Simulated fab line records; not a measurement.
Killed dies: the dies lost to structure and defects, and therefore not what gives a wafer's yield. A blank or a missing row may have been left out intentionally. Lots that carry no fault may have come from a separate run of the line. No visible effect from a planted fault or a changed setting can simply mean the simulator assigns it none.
Which tool did it? + flow sky130 + 14 lots, 42 wafers sampled, at 3 steps of a route of 708

WHAT THE GAUGES READ, wafer by wafer
SKY_SONOS_TUNNEL_OVL_MEAS_08. Usual: SONOS_TUNNEL_OVL gives -1.3 nm (standard deviation 1.4).
| lot  | measured     | on         | SONOS_TUNNEL_OVL (nm) | flag |
|------|--------------|------------|-----------------------|------|
| L577 | day 11 15:12 | overlay-02 | -0.1 -0.7 -0.4        |      |
| L579 | day 12 07:28 | overlay-02 | -1.2 -2.7 -3.0        |      |
| L580 | day 12 14:34 | overlay-02 | -1.1 -2.0 -2.8        |      |
| L581 | day 13 01:22 | overlay-01 | -0.1 -1.5 -2.8        |      |
| L582 | day 13 02:17 | overlay-02 | -0.1 1.1 0.4          |      |
| L583 | day 13 11:53 | overlay-02 | -2.5 -2.1 -1.5        |      |
| L584 | day 13 21:32 | overlay-02 | -2.5 1.4 -1.3         |      |
| L588 | day 15 01:08 | overlay-02 | 1.1 -0.9 -1.3         |      |
| L590 | day 15 16:06 | overlay-01 | -5.1 -5.5 -2.7        |      |
| L592 | day 16 18:08 | overlay-02 | -1.2 -0.3 -0.1        |      |
| L595 | day 17 11:03 | overlay-01 | -0.7 -1.7 0.4         |      |
| L597 | day 18 06:23 | overlay-01 | -1.4 -1.9 -1.1        |      |
| L598 | day 18 15:46 | overlay-01 | -1.3 -2.8 -3.8        |      |
| L599 | day 18 22:54 | overlay-01 | -0.2 -1.1 -1.3        |      |

SKY_VIA1_OVL_MEAS_13. Usual: VIA1_OVL gives 1 nm (standard deviation 5.5).
| lot  | measured     | on         | VIA1_OVL (nm) | flag |
|------|--------------|------------|---------------|------|
| L577 | day 34 10:52 | overlay-02 | 8 3 0         |      |
| L579 | day 35 04:34 | overlay-01 | -8 -4 3       |      |
| L580 | day 35 09:23 | overlay-01 | 4 3 4         |      |
| L581 | day 35 19:45 | overlay-02 | 12 10 13      |      |
| L582 | day 35 22:43 | overlay-02 | 6 -5 -5       |      |
| L583 | day 36 02:43 | overlay-01 | 7 3 -2        |      |
| L584 | day 36 13:55 | overlay-02 | -4 -1 3       |      |
| L588 | day 37 13:29 | overlay-01 | 2 2 5         |      |
| L590 | day 38 01:39 | overlay-02 | 0 -6 1        |      |
| L592 | day 38 23:33 | overlay-01 | -15 -7 -6     |      |
| L595 | day 39 19:06 | overlay-01 | 5 5 10        |      |
| L597 | day 40 09:52 | overlay-02 | 2 3 5         |      |
| L598 | day 40 16:45 | overlay-01 | 2 18 13       |      |
| L599 | day 40 22:38 | overlay-01 | -4 -8 -5      |      |

EACH LOT AND THE TOOL THAT RAN IT (in order: tool; ch and the chambers of the sampled wafers; start)
| lot  | SKY_LOCAL_INTERCONNECT_DEVELOP_10 |
|------|-----------------------------------|
| L577 | litho track-04 ch 0, day 30 19:00 |
| L579 | litho track-04 ch 0, day 31 14:00 |
| L580 | litho track-03 ch 0, day 31 21:00 |
| L581 | litho track-04 ch 0, day 32 08:00 |
| L582 | litho track-03 ch 0, day 32 11:00 |
| L583 | litho track-04 ch 0, day 32 14:00 |
| L584 | litho track-02 ch 0, day 33 02:00 |
| L588 | litho track-04 ch 0, day 34 02:00 |
| L590 | litho track-04 ch 0, day 34 15:00 |
| L592 | litho track-02 ch 0, day 35 15:00 |
| L595 | litho track-02 ch 0, day 36 09:00 |
| L597 | litho track-02 ch 0, day 37 03:00 |
| L598 | litho track-04 ch 0, day 37 07:00 |
| L599 | litho track-04 ch 0, day 37 16:00 |
- SKY_LOCAL_INTERCONNECT_DEVELOP_10: develop time 60 s.

AS READ BY THE TOOLS THEMSELVES (means over the sampled wafers that have a number; for cases with no such wafer, the mark the record gives instead)
SKY_LOCAL_INTERCONNECT_DEVELOP_10. Usual: developer temp C 21.03 C, standard deviation 0.099; exhaust pa 44.9 Pa, standard deviation 0.86.
| lot  | tool           | developer temp C (C) | exhaust pa (Pa) | flag |
|------|----------------|----------------------|-----------------|------|
| L577 | litho track-04 | 21.10                | 46.0            |      |
| L579 | litho track-04 | 21.10                | 45.0            |      |
| L580 | litho track-03 | 21.06                | 45.0            |      |
| L581 | litho track-04 | 21.04                | 44.4            |      |
| L582 | litho track-03 | 21.03                | 46.3            |      |
| L583 | litho track-04 | 21.09                | 45.4            |      |
| L584 | litho track-02 | 21.05                | 45.6            |      |
| L588 | litho track-04 | 23.11                | 45.7            | OFF  |
| L590 | litho track-04 | 23.22                | 45.9            | OFF  |
| L592 | litho track-02 | 20.99                | 45.1            |      |
| L595 | litho track-02 | 21.07                | 44.2            |      |
| L597 | litho track-02 | 21.03                | 44.6            |      |
| L598 | litho track-04 | 20.95                | 45.4            |      |
| L599 | litho track-04 | 21.01                | 44.6            |      |

THE ANSWER, worked out from the rows above alone
Rule: lot off if the mean of its wafers having a number is beyond 3 standard deviations from the usual mean. Also off: a lot with no number at a reading for which 4 or more lots have one. Where the step has rows for the other lots, those lots are counted as sound. After the gauges, taken in route order, come the tools' own readings; for these a lot's mean is taken, as printed above. The first step at which some lot is off is used, and at that step the reading that is off furthest; a lot without a number counts as furthest.
Off at SKY_LOCAL_INTERCONNECT_DEVELOP_10 (developer temp C): L588, L590.
A tool fits if, at that step or a process step before it, it ran every lot that is off, and no sound lot after the first of them. None of those tried fits.

WHAT THE SIMULATOR HAD INSERTED
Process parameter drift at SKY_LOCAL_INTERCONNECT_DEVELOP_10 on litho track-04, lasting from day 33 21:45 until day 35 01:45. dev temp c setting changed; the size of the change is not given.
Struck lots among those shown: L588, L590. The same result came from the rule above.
